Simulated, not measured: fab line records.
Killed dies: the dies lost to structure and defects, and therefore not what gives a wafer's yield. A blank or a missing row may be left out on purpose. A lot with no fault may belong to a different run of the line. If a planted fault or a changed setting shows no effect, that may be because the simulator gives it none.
Which of the tools did it?	flow gf180mcu	17 wafers from 6 lots sampled at 2 of the route's 602 steps

== WHAT THE GAUGES SHOWED, per wafer ==
GF_PSD_RS_MEAS_14: a four-point-probe measurement.
lot	measured	on	NSD_RS (ohm/sq)
L101	day 15 05:36	film_metro-02	46.20 46.06 46.14
L103	day 15 20:41	film_metro-03	46.03 46.03 46.06
L105	day 17 05:41	film_metro-02	44.49 46.08
L117	day 20 19:06	film_metro-04	45.96 45.93 46.07
L120	day 21 21:10	film_metro-04	46.05 46.10 46.02
L122	day 22 09:35	film_metro-02	46.23 46.14 46.18

== WHAT TOOL EACH LOT RAN ON (gives the tool, then ch and the chambers of the sampled wafers, and finally the start) ==
lot	GF_PSD_RTA_13
L101	rtp_anneal-01 ch 0, day 15 05:30
L103	rtp_anneal-01 ch 0, day 15 20:35
L105	rtp_anneal-01 ch 0, day 17 05:36
L117	rtp_anneal-01 ch 0, day 20 19:01
L120	rtp_anneal-02 ch 0, day 21 21:05
L122	rtp_anneal-01 ch 0, day 22 09:30
- GF_PSD_RTA_13: time 20 s.

== THE ANSWER, worked out from the rows above alone ==
Rule: the usual values come from the lots themselves. Put in order of their means at a reading, lots are off if they are a third of the lots or fewer, leave a main group of 4 or more, and stand apart from it by a gap of 3 or more times the standard deviation of the main group's means; of several such gaps the widest counts. A main group is skipped when, at the precision printed for the reading in the tables above, its means are all equal. Also off: a lot with no number at a reading for which 4 or more lots have one. The other lots that the step has rows for count as sound.
Off: at GF_PSD_RS_MEAS_14 (NSD_RS), L105. Main group: mean 46.08 ohm/sq, sd 0.07.
A tool fits if, at a process step before that reading, it ran every lot that is off, and no sound lot after the first of them. Those tools and the gauges at GF_PSD_RS_MEAS_14 are tried in the same way. Not one of the candidates tried fits.

== WHAT THE SIMULATOR HAD PUT IN ==
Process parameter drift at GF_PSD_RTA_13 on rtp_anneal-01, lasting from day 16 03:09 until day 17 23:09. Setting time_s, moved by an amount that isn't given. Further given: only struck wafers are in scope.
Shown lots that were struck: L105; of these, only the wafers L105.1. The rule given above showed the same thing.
